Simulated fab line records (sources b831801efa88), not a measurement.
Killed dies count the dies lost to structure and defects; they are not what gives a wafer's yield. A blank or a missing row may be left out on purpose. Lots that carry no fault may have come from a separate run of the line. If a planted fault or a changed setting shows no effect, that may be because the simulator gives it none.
The tool behind it: which one? / flow gf180mcu / 14 lots with 42 wafers sampled at 5 steps, on a route of 602 steps

WHAT EACH GAUGE READ, for each wafer
GF_HV_LDD_CD_MEAS_19: target cd 400 nm.
lot=L973; measured=day 10 18:19; on=cd_sem-02; cd_nm (nm)=398.4 401.6 403.3
lot=L974; measured=day 10 22:27; on=cd_sem-02; cd_nm (nm)=398.1 397.9 397.6
lot=L975; measured=day 11 10:06; on=cd_sem-01; cd_nm (nm)=401.0 401.1 397.5
lot=L977; measured=day 12 00:08; on=cd_sem-01; cd_nm (nm)=402.1 402.0 401.9
lot=L978; measured=day 12 03:57; on=cd_sem-01; cd_nm (nm)=398.4 401.0 398.0
lot=L980; measured=day 12 22:37; on=cd_sem-01; cd_nm (nm)=404.4 405.3 407.1
lot=L981; measured=day 13 05:14; on=cd_sem-02; cd_nm (nm)=402.0 402.4 400.5
lot=L983; measured=day 14 01:07; on=cd_sem-01; cd_nm (nm)=397.6 399.5 400.4
lot=L984; measured=day 14 04:09; on=cd_sem-02; cd_nm (nm)=399.8 398.7 399.8
lot=L986; measured=day 14 18:53; on=cd_sem-01; cd_nm (nm)=402.7 399.4 401.9
lot=L992; measured=day 16 23:13; on=cd_sem-02; cd_nm (nm)=398.6 396.1 395.8
lot=L993; measured=day 17 03:48; on=cd_sem-02; cd_nm (nm)=401.5 405.3 402.7
lot=L994; measured=day 17 09:39; on=cd_sem-02; cd_nm (nm)=395.7 397.4 397.4
lot=L995; measured=day 17 20:51; on=cd_sem-01; cd_nm (nm)=398.0 400.1 398.2

GF_HV_LDD_OVL_MEAS_20.
lot=L973; measured=day 10 18:26; on=overlay-02; HV_LDD_01_OVL (nm)=-0.6 -1.2 -0.3
lot=L974; measured=day 10 22:34; on=overlay-02; HV_LDD_01_OVL (nm)=0.2 0.6 0.2
lot=L975; measured=day 11 10:13; on=overlay-01; HV_LDD_01_OVL (nm)=0.4 0.3 0.2
lot=L977; measured=day 12 00:14; on=overlay-01; HV_LDD_01_OVL (nm)=1.1 -0.6 -0.5
lot=L978; measured=day 12 04:04; on=overlay-01; HV_LDD_01_OVL (nm)=1.1 1.9 0.4
lot=L980; measured=day 12 22:44; on=overlay-01; HV_LDD_01_OVL (nm)=-0.2 -0.1 -1.5
lot=L981; measured=day 13 05:21; on=overlay-01; HV_LDD_01_OVL (nm)=0.3 1.4 0.0
lot=L983; measured=day 14 01:14; on=overlay-01; HV_LDD_01_OVL (nm)=1.0 0.2 1.6
lot=L984; measured=day 14 04:16; on=overlay-01; HV_LDD_01_OVL (nm)=0.9 3.1 0.6
lot=L986; measured=day 14 18:59; on=overlay-02; HV_LDD_01_OVL (nm)=0.1 -0.5 0.6
lot=L992; measured=day 16 23:20; on=overlay-02; HV_LDD_01_OVL (nm)=-0.2 -0.9 -1.4
lot=L993; measured=day 17 03:55; on=overlay-01; HV_LDD_01_OVL (nm)=0.9 1.1 0.8
lot=L994; measured=day 17 09:46; on=overlay-01; HV_LDD_01_OVL (nm)=-1.0 0.0 -1.6
lot=L995; measured=day 17 20:58; on=overlay-01; HV_LDD_01_OVL (nm)=1.7 2.2 1.5

GF_HV_LDD_THK_MEAS_55.
lot=L973; measured=day 12 09:52; on=film_metro-03; HV_LDD_CVD_54_THK (nm)=9.84 9.93 9.83
lot=L974; measured=day 12 14:53; on=film_metro-01; HV_LDD_CVD_54_THK (nm)=9.89 9.66 9.85
lot=L975; measured=day 13 04:00; on=film_metro-02; HV_LDD_CVD_54_THK (nm)=9.98 10.02 10.11
lot=L977; measured=day 13 18:20; on=film_metro-01; HV_LDD_CVD_54_THK (nm)=10.18 10.19 10.17
lot=L978; measured=day 13 22:07; on=film_metro-01; HV_LDD_CVD_54_THK (nm)=10.30 10.29 10.30
lot=L980; measured=day 14 19:01; on=film_metro-01; HV_LDD_CVD_54_THK (nm)=9.99 9.87 9.98
lot=L981; measured=day 15 02:30; on=film_metro-01; HV_LDD_CVD_54_THK (nm)=10.13 10.18 10.24
lot=L983; measured=day 15 22:25; on=film_metro-01; HV_LDD_CVD_54_THK (nm)=11.85 10.66 10.44
lot=L984; measured=day 16 02:28; on=film_metro-02; HV_LDD_CVD_54_THK (nm)=10.51 11.16 12.67
lot=L986; measured=day 16 18:37; on=film_metro-03; HV_LDD_CVD_54_THK (nm)=9.86 9.92 9.85
lot=L992; measured=day 19 00:53; on=film_metro-03; HV_LDD_CVD_54_THK (nm)=9.83 9.89 10.10
lot=L993; measured=day 19 06:02; on=film_metro-03; HV_LDD_CVD_54_THK (nm)=9.90 10.00 9.83
lot=L994; measured=day 19 10:41; on=film_metro-03; HV_LDD_CVD_54_THK (nm)=10.07 10.14 10.20
lot=L995; measured=day 19 23:07; on=film_metro-01; HV_LDD_CVD_54_THK (nm)=10.30 10.33 10.33

GF_HV_LDD_THK_MEAS_57.
lot=L973; measured=day 12 11:21; on=film_metro-02; HV_LDD_CVD_56_THK (nm)=90.2 90.9 89.6
lot=L974; measured=day 12 16:22; on=film_metro-03; HV_LDD_CVD_56_THK (nm)=90.4 89.9 90.3
lot=L975; measured=day 13 05:29; on=film_metro-01; HV_LDD_CVD_56_THK (nm)=90.2 90.6 90.5
lot=L977; measured=day 13 19:50; on=film_metro-02; HV_LDD_CVD_56_THK (nm)=89.7 89.3 89.7
lot=L978; measured=day 14 00:20; on=film_metro-01; HV_LDD_CVD_56_THK (nm)=89.8 90.1 90.7
lot=L980; measured=day 14 20:30; on=film_metro-02; HV_LDD_CVD_56_THK (nm)=91.5 90.7 90.8
lot=L981; measured=day 15 03:59; on=film_metro-01; HV_LDD_CVD_56_THK (nm)=90.2 90.7 90.4
lot=L983; measured=day 15 23:54; on=film_metro-03; HV_LDD_CVD_56_THK (nm)=90.2 89.9 89.6
lot=L984; measured=day 16 03:58; on=film_metro-02; HV_LDD_CVD_56_THK (nm)=91.1 91.0 90.2
lot=L986; measured=day 16 20:07; on=film_metro-03; HV_LDD_CVD_56_THK (nm)=90.2 90.1 90.2
lot=L992; measured=day 19 02:22; on=film_metro-01; HV_LDD_CVD_56_THK (nm)=89.1 89.2 90.0
lot=L993; measured=day 19 07:31; on=film_metro-02; HV_LDD_CVD_56_THK (nm)=91.0 91.5 90.5
lot=L994; measured=day 19 12:10; on=film_metro-03; HV_LDD_CVD_56_THK (nm)=88.4 89.4 88.8
lot=L995; measured=day 20 00:37; on=film_metro-01; HV_LDD_CVD_56_THK (nm)=90.0 89.2 90.7

TOOL THAT RAN EACH LOT (tool first, then ch and the chambers of the sampled wafers, then the start)
lot=L973; GF_HV_LDD_CVD_54=lpcvd-02 ch 1, day 12 08:50
lot=L974; GF_HV_LDD_CVD_54=lpcvd-02 ch 0, day 12 13:52
lot=L975; GF_HV_LDD_CVD_54=lpcvd-01 ch 1, day 13 02:59
lot=L977; GF_HV_LDD_CVD_54=lpcvd-01 ch 0, day 13 17:18
lot=L978; GF_HV_LDD_CVD_54=lpcvd-01 ch 0, day 13 21:06
lot=L980; GF_HV_LDD_CVD_54=lpcvd-01 ch 0, day 14 17:59
lot=L981; GF_HV_LDD_CVD_54=lpcvd-02 ch 0, day 15 01:29
lot=L983; GF_HV_LDD_CVD_54=lpcvd-01 ch 0, day 15 21:23
lot=L984; GF_HV_LDD_CVD_54=lpcvd-01 ch 0, day 16 01:27
lot=L986; GF_HV_LDD_CVD_54=lpcvd-02 ch 0, day 16 17:35
lot=L992; GF_HV_LDD_CVD_54=lpcvd-01 ch 0, day 18 23:52
lot=L993; GF_HV_LDD_CVD_54=lpcvd-01 ch 0, day 19 05:01
lot=L994; GF_HV_LDD_CVD_54=lpcvd-02 ch 0, day 19 09:39
lot=L995; GF_HV_LDD_CVD_54=lpcvd-01 ch 1, day 19 22:06
- GF_HV_LDD_CVD_54: deposits SiO2 from TEOS, target thk 10 nm, time 75 s.

AS READ BY THE TOOLS THEMSELVES (means over the sampled wafers that have a number; for cases with no such wafer, the mark the record gives instead)
GF_HV_LDD_CVD_54.
lot=L973; tool=lpcvd-02; spike_tc_centre_C (C)=678.9; spike_tc_lower_C (C)=680.6; spike_tc_upper_C (C)=678.7; zone_power_centre_pct (%)=12.7; zone_power_upper_pct (%)=11.5
lot=L974; tool=lpcvd-02; spike_tc_centre_C (C)=681.7; spike_tc_lower_C (C)=680.6; spike_tc_upper_C (C)=679.9; zone_power_centre_pct (%)=10.3; zone_power_upper_pct (%)=11.4
lot=L975; tool=lpcvd-01; spike_tc_centre_C (C)=682.0; spike_tc_lower_C (C)=680.0; spike_tc_upper_C (C)=679.0; zone_power_centre_pct (%)=10.3; zone_power_upper_pct (%)=10.5
lot=L977; tool=lpcvd-01; spike_tc_centre_C (C)=680.6; spike_tc_lower_C (C)=679.9; spike_tc_upper_C (C)=680.3; zone_power_centre_pct (%)=12.0; zone_power_upper_pct (%)=9.7
lot=L978; tool=lpcvd-01; spike_tc_centre_C (C)=680.5; spike_tc_lower_C (C)=680.3; spike_tc_upper_C (C)=679.9; zone_power_centre_pct (%)=11.9; zone_power_upper_pct (%)=9.9
lot=L980; tool=lpcvd-01; spike_tc_centre_C (C)=680.7; spike_tc_lower_C (C)=679.7; spike_tc_upper_C (C)=678.2; zone_power_centre_pct (%)=12.0; zone_power_upper_pct (%)=9.8
lot=L981; tool=lpcvd-02; spike_tc_centre_C (C)=681.1; spike_tc_lower_C (C)=680.0; spike_tc_upper_C (C)=679.6; zone_power_centre_pct (%)=10.3; zone_power_upper_pct (%)=11.4
lot=L983; tool=lpcvd-01; spike_tc_centre_C (C)=710.9; spike_tc_lower_C (C)=675.8; spike_tc_upper_C (C)=675.5; zone_power_centre_pct (%)=18.6; zone_power_upper_pct (%)=6.8
lot=L984; tool=lpcvd-01; spike_tc_centre_C (C)=710.6; spike_tc_lower_C (C)=676.5; spike_tc_upper_C (C)=675.8; zone_power_centre_pct (%)=18.6; zone_power_upper_pct (%)=6.9
lot=L986; tool=lpcvd-02; spike_tc_centre_C (C)=681.3; spike_tc_lower_C (C)=680.0; spike_tc_upper_C (C)=679.3; zone_power_centre_pct (%)=10.4; zone_power_upper_pct (%)=11.3
lot=L992; tool=lpcvd-01; spike_tc_centre_C (C)=680.5; spike_tc_lower_C (C)=679.6; spike_tc_upper_C (C)=679.9; zone_power_centre_pct (%)=12.0; zone_power_upper_pct (%)=9.8
lot=L993; tool=lpcvd-01; spike_tc_centre_C (C)=680.8; spike_tc_lower_C (C)=679.9; spike_tc_upper_C (C)=679.9; zone_power_centre_pct (%)=11.9; zone_power_upper_pct (%)=9.7
lot=L994; tool=lpcvd-02; spike_tc_centre_C (C)=681.1; spike_tc_lower_C (C)=679.7; spike_tc_upper_C (C)=680.1; zone_power_centre_pct (%)=10.2; zone_power_upper_pct (%)=11.4
lot=L995; tool=lpcvd-01; spike_tc_centre_C (C)=680.8; spike_tc_lower_C (C)=679.8; spike_tc_upper_C (C)=680.0; zone_power_centre_pct (%)=10.3; zone_power_upper_pct (%)=10.5

THE ANSWER, worked out from the rows above alone
Rule: the lots themselves supply what counts as usual. The widest of any qualifying gaps counts: lots, ordered by their means at a reading, are off when they make up no more than a third of the lots, leave a main group of 4 or more, and stand apart from it by 3 or more times the standard deviation of that group's means. If all means in a main group match to the digits the tables above print for the reading, that group is not used. Also off: a lot with no number at a reading for which 4 or more lots have one. The other lots that the step has rows for count as sound. Order of review: gauges by route order, followed by the tools' own readings, for which a lot's mean as printed above is used. At the first step where some lot is off, the reading lying furthest off is the one used; lots without a number count as furthest.
Off: at GF_HV_LDD_THK_MEAS_55 (HV_LDD_CVD_54_THK), L983, L984. Main group: mean 10.04 nm, sd 0.17.
A tool fits if, at a process step before that reading, it ran every lot that is off, and no sound lot after the first of them. Not tried: the gauges at GF_HV_LDD_THK_MEAS_55; whatever is off there is also off at GF_HV_LDD_CVD_54, on other tools, and gauge error can't account for it. Not one of the candidates tried fits.

WHAT THE SIMULATOR HAD PUT IN
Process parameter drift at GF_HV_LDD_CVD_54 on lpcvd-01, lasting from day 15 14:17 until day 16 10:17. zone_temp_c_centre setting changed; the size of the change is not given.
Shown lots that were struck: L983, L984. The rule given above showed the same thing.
